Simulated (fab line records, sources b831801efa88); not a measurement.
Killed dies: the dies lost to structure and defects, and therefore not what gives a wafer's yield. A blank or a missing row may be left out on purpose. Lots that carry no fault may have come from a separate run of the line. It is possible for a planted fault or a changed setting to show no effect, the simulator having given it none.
fab line records	flow sky130
record lots=11	wafers=33	last-day=50
route steps=708 shown DNWELL@44 NWELL@79 VT_ADJUST_LVTN@117 SONOS_ONO@177 PAD_OPEN@708
lots that met no fault: from a run of the same line without faults
start-h: the number of hours between the record's first day and the start of the first shown wafer of the lot	wait-h: how many hours have passed since the lot's step before this one	" same as the row above	L1.1+2: a row that stands for several wafers	- no value present, or no start provided	* or withheld: withheld	< > ~ a bound
route shown NAME@n: names a module that has steps shown in the file, with the first one's number in the route	usual: the fault-free wafers' mean and standard deviation	same: alike in all rows	chamber/n: place in a boat	sites: readings site by site	_std_site: the standard deviation of these	_edge_site: inner sites' mean taken away from outer sites' mean	radius-mm: for every site, how far away it sits from the centre of the wafer	mask NAME#n: copy n	behind: tool/chamber where the wafer was last shaped	hold: why the lot was held/for how many hours/how that ended	device: whichever transistor did not switch (one of n, p or np)	end of line: the tests these same wafers got at the end of their route	a step with no rows: only its recipe	killed: the dies lost at the first sort to structure and to defects; this is not the yield of the wafer	map: per-die view of a wafer (x killed, . not killed, _ where there is no die)
set.NAME: setting as actually run; set.NAME@STEP: the setting as run at that earlier step	model.NAME: the simulator's own value behind a step, which no gauge read
a sample of lots followed through the steps of the route, with each step as a table and each wafer as a row
services: when a tool's chamber went out of use (start-h, in hours from the record's first day, below 0 if earlier), for how many hours, and the reason
## steps
# step SKY_DNWELL_TW_MEAS_09
# usual DNWELL_TW=1108/6.8
lot.wafer	tool	chamber	start-h	wait-h	DNWELL_TW
L331.2	film-metro-04	-	57.15	0.1	1110
L331.3	"	-	"	"	1109
L331.6	"	-	"	"	1104
L334.1	film-metro-01	-	74.74	0.1	1111
L334.2	"	-	"	"	1119
L334.6	"	-	"	"	1110
L342.1	film-metro-04	-	116.43	0.1	1110
L342.2	"	-	"	"	1112
L342.3	"	-	"	"	1112
L343.1	film-metro-01	-	132.79	0.1	1119
L343.3	"	-	"	"	1116
L343.5	"	-	"	"	1117
L345.2	film-metro-01	-	147.75	0.1	1101
L345.5	"	-	"	"	1100
L345.6	"	-	"	"	1103
L347.1	film-metro-02	-	159.14	0.1	1103
L347.5	"	-	"	"	1105
L347.6	"	-	"	"	1107
L348.2	film-metro-01	-	167.80	0.1	1102
L348.3	"	-	"	"	1114
L348.4	"	-	"	"	1110
L349.1	film-metro-04	-	168.14	0.1	1107
L349.5	"	-	"	"	1108
L349.6	"	-	"	"	1114
L350.1	film-metro-02	-	177.34	0.1	1093
L350.2	"	-	"	"	1085
L350.3	"	-	"	"	1099
L353.1	film-metro-02	-	193.19	0.1	1105
L353.3	"	-	"	"	1113
L353.6	"	-	"	"	1116
L352.3	film-metro-01	-	193.56	0.1	1117
L352.4	"	-	"	"	1116
L352.5	"	-	"	"	1115
# step SKY_NWELL_TW_MEAS_26
# usual NWELL_2_TW=494/3.3
lot.wafer	tool	chamber	start-h	wait-h	NWELL_2_TW
L331.2	film-metro-04	-	108.02	0.1	489
L331.3	"	-	"	"	492
L331.6	"	-	"	"	493
L334.1	film-metro-01	-	127.23	0.1	499
L334.2	"	-	"	"	500
L334.6	"	-	"	"	501
L342.1	film-metro-04	-	170.61	0.1	495
L342.2	"	-	"	"	496
L342.3	"	-	"	"	494
L343.1	film-metro-01	-	189.98	0.1	500
L343.3	"	-	"	"	496
L343.5	"	-	"	"	497
L345.2	film-metro-01	-	206.72	0.1	494
L345.5	"	-	"	"	495
L345.6	"	-	"	"	495
L347.1	film-metro-04	-	221.63	0.1	493
L347.5	"	-	"	"	487
L347.6	"	-	"	"	494
L348.2	film-metro-02	-	230.79	0.1	492
L348.3	"	-	"	"	490
L348.4	"	-	"	"	492
L349.1	film-metro-04	-	231.86	0.1	489
L349.5	"	-	"	"	490
L349.6	"	-	"	"	488
L350.1	film-metro-01	-	242.71	0.1	499
L350.2	"	-	"	"	499
L350.3	"	-	"	"	500
L353.1	film-metro-02	-	259.28	0.1	493
L353.3	"	-	"	"	492
L353.6	"	-	"	"	491
L352.3	film-metro-04	-	259.99	0.1	491
L352.4	"	-	"	"	494
L352.5	"	-	"	"	492
# step SKY_VT_ADJUST_LVTN_STRIP_20
# recipe chemistry=O2/N2	power-w=1400	pressure-mtorr=1500	platen-temp-c=withheld	o2-flow-sccm=3000	n2-flow-sccm=300	overash-fraction=0.5
# usual chamber-pressure-mTorr=1499.9/1.3	drypump-motor-current-A=5.8/0.42	n2-flow-sccm=300.1/1	oes-product-au=0.716/0.0049	strip-time-to-endpoint-s=14.17/0.043
lot.wafer	tool	chamber	start-h	wait-h	chamber-pressure-mTorr	drypump-motor-current-A	n2-flow-sccm	oes-product-au	rf-hours-counter-h	strip-time-to-endpoint-s
L331.2	plasma-asher-01	0	161.52	0.1	1499.6	5.6	301.9	0.719	46	14.24
L331.3	"	1	"	"	1499.0	6.6	300.2	0.707	-	14.18
L331.6	"	1	"	"	1498.2	6.5	300.8	0.717	-	14.24
L334.1	plasma-asher-01	1	183.72	0.1	1501.2	6.6	301.3	0.716	48	14.24
L334.2	"	0	"	"	1499.6	5.6	300.1	0.714	48	14.19
L334.6	"	0	"	"	1499.3	5.6	301.0	0.719	-	14.21
L342.1	plasma-asher-01	1	233.73	0.1	1501.4	6.6	299.3	0.716	53	14.15
L342.2	"	0	"	"	1500.7	5.6	299.1	0.717	53	14.14
L342.3	"	0	"	"	1499.8	5.6	301.6	0.710	-	14.16
L343.1	plasma-asher-04	1	256.92	0.1	1499.2	5.7	299.5	0.716	58	14.07
L343.3	"	0	"	"	1498.0	5.8	298.6	0.717	-	14.09
L343.5	"	0	"	"	1500.2	5.8	299.1	0.717	-	14.09
L345.2	plasma-asher-03	0	276.53	0.1	1500.4	5.2	298.5	0.719	15	14.20
L345.5	"	1	"	"	1500.3	5.6	300.2	0.716	-	14.20
L345.6	"	0	"	"	1500.6	5.2	299.4	0.711	-	14.17
L347.1	plasma-asher-04	0	293.57	0.1	1501.8	5.8	301.3	0.721	61	14.21
L347.5	"	0	"	"	1501.1	5.8	301.3	0.710	-	14.18
L347.6	"	1	"	"	1499.7	5.7	298.7	0.710	-	14.21
L348.2	plasma-asher-03	1	304.92	0.1	1501.1	5.5	301.6	0.718	17	14.18
L348.3	"	1	"	"	1498.9	5.5	300.2	0.719	-	14.18
L348.4	"	0	"	"	1500.1	5.2	300.2	0.714	-	14.13
L349.1	plasma-asher-01	1	306.12	0.1	1500.6	6.6	300.2	0.713	60	14.25
L349.5	"	1	"	"	1499.3	6.6	301.3	0.720	-	14.20
L349.6	"	0	"	"	1500.8	5.6	299.9	0.716	-	14.20
L350.1	plasma-asher-01	1	318.73	0.1	1501.9	6.6	299.6	0.706	62	14.19
L350.2	"	0	"	"	1498.9	5.6	301.1	0.715	62	14.16
L350.3	"	1	"	"	1499.2	6.6	299.6	0.719	-	14.13
L353.1	plasma-asher-04	1	337.53	0.1	1498.6	5.7	298.3	0.714	65	14.18
L353.3	"	1	"	"	1500.0	5.8	298.3	0.718	-	14.20
L353.6	"	1	"	"	1499.2	5.7	300.3	0.710	-	14.20
L352.3	plasma-asher-03	0	339.26	0.1	1501.4	5.2	302.7	0.719	-	14.23
L352.4	"	1	"	"	1498.8	5.5	296.8	0.716	-	14.15
L352.5	"	1	"	"	1499.1	5.5	298.8	0.717	-	14.22
# step SKY_SONOS_ONO_SOFTBAKE_09
# recipe temp-c=90	time-s=60	resist=NOVOLAK
# usual heater-power-total-W=56.60/0.043	plate-temp-C=89.99/0.13
# same time-s=60
lot.wafer	tool	chamber	start-h	wait-h	heater-power-total-W	plate-temp-C
L331.2	litho-track-02	0	265.00	0.1	56.61	90.08
L331.3	"	0	"	"	56.57	90.12
L331.6	"	0	"	"	56.56	90.21
L334.1	litho-track-02	0	293.22	0.1	56.56	89.84
L334.2	"	0	"	"	56.56	89.78
L334.6	"	0	"	"	56.58	89.85
L342.1	litho-track-02	0	356.67	0.1	59.11	93.01
L342.2	"	0	"	"	59.12	93.07
L342.3	"	0	"	"	59.13	93.11
L343.1	litho-track-02	0	381.47	0.1	58.98	92.73
L343.3	"	0	"	"	59.05	92.75
L343.5	"	0	"	"	59.24	92.88
L345.2	litho-track-03	0	404.61	0.1	56.55	89.79
L345.5	"	0	"	"	56.59	89.96
L345.6	"	0	"	"	56.62	89.95
L347.1	litho-track-04	0	431.88	0.1	56.57	90.09
L347.5	"	0	"	"	56.59	90.05
L347.6	"	0	"	"	56.56	90.08
L348.2	litho-track-02	0	440.80	0.1	56.64	89.93
L348.3	"	0	"	"	56.59	89.94
L348.4	"	0	"	"	56.55	89.91
L349.1	litho-track-02	0	445.92	0.1	56.59	89.90
L349.5	"	0	"	"	56.62	89.87
L349.6	"	0	"	"	56.51	89.90
L350.1	litho-track-04	0	456.28	0.1	56.61	90.05
L350.2	"	0	"	"	56.60	89.87
L350.3	"	0	"	"	56.62	90.04
L353.1	litho-track-02	0	472.82	0.1	56.59	89.60
L353.3	"	0	"	"	56.60	89.87
L353.6	"	0	"	"	56.55	89.91
L352.3	litho-track-04	0	475.93	0.1	56.57	89.86
L352.4	"	0	"	"	56.63	90.13
L352.5	"	0	"	"	56.65	89.96
# step SKY_SONOS_ONO_STRIP_17
# recipe chemistry=O2/N2	power-w=1400	pressure-mtorr=1500	platen-temp-c=withheld	o2-flow-sccm=3000	n2-flow-sccm=300	overash-fraction=0.5
# usual chamber-pressure-mTorr=1499.8/1.3	drypump-motor-current-A=5.7/0.45	n2-flow-sccm=300.2/0.85	oes-product-au=0.710/0.0045	strip-time-to-endpoint-s=14.08/0.031
lot.wafer	tool	chamber	start-h	wait-h	chamber-pressure-mTorr	drypump-motor-current-A	n2-flow-sccm	oes-product-au	rf-hours-counter-h	strip-time-to-endpoint-s
L331.2	plasma-asher-03	0	277.44	0.0	1501.1	5.2	301.0	0.717	15	14.07
L331.3	"	0	"	"	1499.8	5.2	300.3	0.711	-	14.12
L331.6	"	0	"	"	1500.2	5.2	299.2	0.715	-	14.07
L334.1	plasma-asher-03	1	307.39	0.0	1499.6	5.5	299.0	0.715	18	14.06
L334.2	"	0	"	"	1498.3	5.2	299.5	0.706	18	14.07
L334.6	"	1	"	"	1501.2	5.5	299.4	0.713	-	14.10
L342.1	plasma-asher-03	0	371.05	0.0	1499.9	5.3	299.1	0.706	24	14.04
L342.2	"	1	"	"	1499.7	5.6	300.8	0.707	24	13.97
L342.3	"	1	"	"	1500.1	5.5	299.9	0.708	-	14.00
L343.1	plasma-asher-03	1	396.21	0.0	1500.8	5.5	302.1	0.714	27	13.94
L343.3	"	1	"	"	1501.1	5.6	301.6	0.712	-	13.93
L343.5	"	1	"	"	1499.5	5.5	301.9	0.716	-	13.94
L345.2	plasma-asher-01	0	420.89	0.0	1499.0	5.6	299.5	0.711	71	14.10
L345.5	"	0	"	"	1499.1	5.6	300.1	0.710	-	14.10
L345.6	"	1	"	"	1501.8	6.6	300.6	0.715	-	14.08
L347.1	plasma-asher-03	1	448.25	0.0	1499.2	5.6	300.0	0.711	33	14.13
L347.5	"	1	"	"	1499.7	5.6	299.6	0.714	-	14.13
L347.6	"	0	"	"	1498.2	5.2	299.9	0.702	-	14.13
L348.2	plasma-asher-01	1	457.69	0.0	1500.7	6.6	300.1	0.714	75	14.07
L348.3	"	0	"	"	1497.9	5.6	300.0	0.710	-	14.07
L348.4	"	1	"	"	1500.4	6.6	300.6	0.711	-	14.10
L349.1	plasma-asher-04	1	461.69	0.0	1497.9	5.7	300.7	0.703	2	14.09
L349.5	"	0	"	"	1497.8	5.8	300.4	0.706	-	14.09
L349.6	"	1	"	"	1499.9	5.7	300.1	0.708	-	14.08
L350.1	plasma-asher-01	1	471.09	0.0	1501.2	6.6	300.1	0.716	77	14.09
L350.2	"	0	"	"	1500.6	5.6	300.2	0.710	77	14.09
L350.3	"	0	"	"	1499.7	5.5	300.2	0.710	-	14.02
L353.1	plasma-asher-01	0	488.90	0.0	1500.8	5.6	300.2	0.711	79	14.03
L353.3	"	1	"	"	1501.1	6.5	297.8	0.711	-	14.09
L353.6	"	1	"	"	1500.3	6.6	299.7	0.714	-	14.07
L352.3	plasma-asher-04	1	492.13	0.0	1501.5	5.7	299.6	0.714	-	14.09
L352.4	"	0	"	"	1498.5	5.8	299.6	0.712	-	14.09
L352.5	"	1	"	"	1499.9	5.7	299.4	0.711	-	14.07
# step SKY_PAD_OPEN_PROBE_99
# usual killed_at_M0_to_M3=44/7.3	killed_at_M4_up=3.2/1.8	killed-at-contacts=24/5.4	killed-at-front-end=16/4.4	killed-at-other=0.3/0.48	killed-dies=86/9.5	killed-on-rim=17/4	killed-open=47/7.7	killed-short=39/6.4
# same gross-dies=492	killed-at-back-side=0
lot.wafer	tool	chamber	start-h	wait-h	killed_at_M0_to_M3	killed_at_M4_up	killed-at-contacts	killed-at-front-end	killed-at-other	killed-dies	killed-on-rim	killed-open	killed-short
L343.1	prober-01	-	1155.72	0.1	33	4	25	18	0	80	19	51	29
L343.3	prober-01	-	1155.82	0.2	26	4	28	18	0	76	11	39	37
L343.5	prober-01	-	1155.92	0.2	32	2	29	17	1	81	15	39	42
L348.3	prober-02	-	1189.89	0.2	47	3	28	13	1	92	15	53	39
# killed by level:class
L343.1 CONTACT:geometric-particle:open=15 VIA1:geometric-particle:open=9 FIELD_ISO:geometric-particle:open=7 METAL1:geometric-particle:short=6 LI_CONTACT:geometric-particle:open=5 METAL2:geometric-particle:short=5 POLY_GATE:geometric-particle:open=4 CONTACT:geometric-particle:short=4
L343.3 CONTACT:geometric-particle:open=9 VIA2:geometric-particle:open=7 FIELD_ISO:geometric-particle:short=6 VIA1:geometric-particle:open=6 LI_CONTACT:geometric-particle:short=5 LI_CONTACT:geometric-particle:open=5 CONTACT:geometric-particle:short=4 VIA1:geometric-particle:short=4
L343.5 CONTACT:geometric-particle:open=8 FIELD_ISO:geometric-particle:short=6 LOCAL_INTERCONNECT:geometric-particle:short=6 CONTACT:geometric-particle:short=6 VIA3:geometric-particle:open=5 POLY_GATE:geometric-particle:open=4 VIA1:geometric-particle:open=4 LI_CONTACT:geometric-particle:short=4
L348.3 VIA1:geometric-particle:open=14 CONTACT:geometric-particle:open=10 VIA3:geometric-particle:open=7 METAL2:geometric-particle:short=7 FIELD_ISO:geometric-particle:open=5 LI_CONTACT:geometric-particle:open=5 VIA1:geometric-particle:short=4 LI_CONTACT:geometric-particle:short=4
## services
tool	chamber	start-h	hours	kind
plasma-asher-04	-	161.13	4.4	repair
plasma-asher-01	-	206.96	1.0	repair
plasma-asher-01	-	218.87	2.1	repair
plasma-asher-04	-	257.49	4.1	repair
plasma-asher-03	-	287.31	7.6	repair
plasma-asher-04	-	304.95	5.3	repair
plasma-asher-01	-	371.90	3.5	repair
plasma-asher-04	-	378.98	4.0	pm
plasma-asher-04	-	405.54	2.8	pm
plasma-asher-01	-	413.08	0.5	repair
plasma-asher-04	-	421.25	9.0	pm
plasma-asher-04	0	421.25	9.0	vent-cycle
plasma-asher-04	1	421.25	9.0	vent-cycle
plasma-asher-04	0	430.25	-	clean
plasma-asher-04	1	430.25	-	clean
plasma-asher-04	-	444.01	14.6	pm
plasma-asher-01	-	453.44	2.8	pm
plasma-asher-03	-	456.97	32.9	repair
plasma-asher-01	-	466.05	5.0	repair
plasma-asher-04	-	487.15	2.2	repair
## key
first-sign step=SKY_SONOS_ONO_SOFTBAKE_09	reading=heater-power-total-W	direction=up	sigmas=59	usual=*	struck=*
effect step=SKY_SONOS_ONO_SOFTBAKE_09	reading=plate-temp-C	direction=up	sigmas=22	usual=*	struck=*
effect step=SKY_SONOS_ONO_STRIP_17	reading=strip-time-to-endpoint-s	direction=down	sigmas=3.4	usual=*	struck=*	through=*
met-at SKY_SONOS_ONO_SOFTBAKE_09
struck-lots L342,L343
tester-left-out L342,L343
loop-trim step=SKY_SONOS_ONO_EXPOSE_10	setting=dose	lots=L343
not-acting-at SKY_DNWELL_TW_MEAS_09,SKY_NWELL_TW_MEAS_26,SKY_VT_ADJUST_LVTN_STRIP_20
onset-between 293.22 356.67
fault kind=process-parameter-drift	tool=litho-track-02	chamber=-	onset-h=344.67	steps=SKY_SONOS_ONO_SOFTBAKE_09	channel=temp-c	offset=*	shape=step	end-h=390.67	acts-in=*	stated=*
# tester-left-out: of these lots the tester's yield and bins aren't shown, on N5 and GAA mostly nor the transistor test; their killed dies are dies lost to structure and defects alone, not to doping, threshold or leakage, so they don't give the yield
# loop-trim: a control loop set the setting to another value than it would have without faults
